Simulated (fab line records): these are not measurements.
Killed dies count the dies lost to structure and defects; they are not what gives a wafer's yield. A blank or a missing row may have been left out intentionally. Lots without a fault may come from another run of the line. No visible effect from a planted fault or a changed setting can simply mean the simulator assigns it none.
One fault through the eyes of 2 desks -- flow gf180mcu -- what lay behind the numbers comes last; until then each desk has only its own

== TOOL OWNER'S DESK, pvd-sputter-03 ==
The tool's own readings at GF_TOP_METAL_SPUTTER_04 (material TiN, target thk 25 nm, time 20.8 s): means of the sampled wafers that have a number, for each lot that ran on this tool. If a lot's mean is further than 4 standard deviations from the usual mean, the lot is out of limits and carries the mark OUT (the distance appears in the brackets).
Columns: A = cathode-dc-power-W at GF_TOP_METAL_SPUTTER_04, usual 6499.8 W; B = throttle-valve-pct at GF_TOP_METAL_SPUTTER_04, usual 30.0 %
lot,first seen here,A,B
L885,day 28 19:15,6499.4,29.9
L886,day 29 00:06,6499.9,29.8
L887,day 29 13:09,6500.2,29.7
L890,day 30 08:35,6499.2,29.8
L895,day 31 16:42,6499.0,30.1
This desk's verdict: no lot among the 5 shows anything out of limits.

== METROLOGY DESK ==
What the gauges read, lot by lot, whatever tool the lot ran on: means of the sampled wafers that have a number. If a lot's mean is further than 4 standard deviations from the usual mean, the lot is out of limits and carries the mark OUT (the distance appears in the brackets).
Columns: A = PASSIVATION_CVD_02_THK at GF_PASSIVATION_THK_MEAS_03, usual 702 nm
lot,first seen here,A
L882,day 28 20:25,697
L881,day 28 21:15,711
L885,day 29 15:37,704
L886,day 29 20:04,701
L887,day 30 09:20,717
L888,day 30 15:06,700
L890,day 31 03:44,705
L895,day 32 10:32,702
L900,day 33 17:43,693
L901,day 33 20:02,694
L902,day 33 22:31,688
L903,day 34 06:38,691
This desk's verdict: no lot among the 12 shows anything out of limits.

== BROUGHT TOGETHER ==
The desk of the tool owner found nothing out of limits.
The metrology desk saw nothing out of limits.

== WHAT WAS PUT IN BY THE SIMULATOR ==
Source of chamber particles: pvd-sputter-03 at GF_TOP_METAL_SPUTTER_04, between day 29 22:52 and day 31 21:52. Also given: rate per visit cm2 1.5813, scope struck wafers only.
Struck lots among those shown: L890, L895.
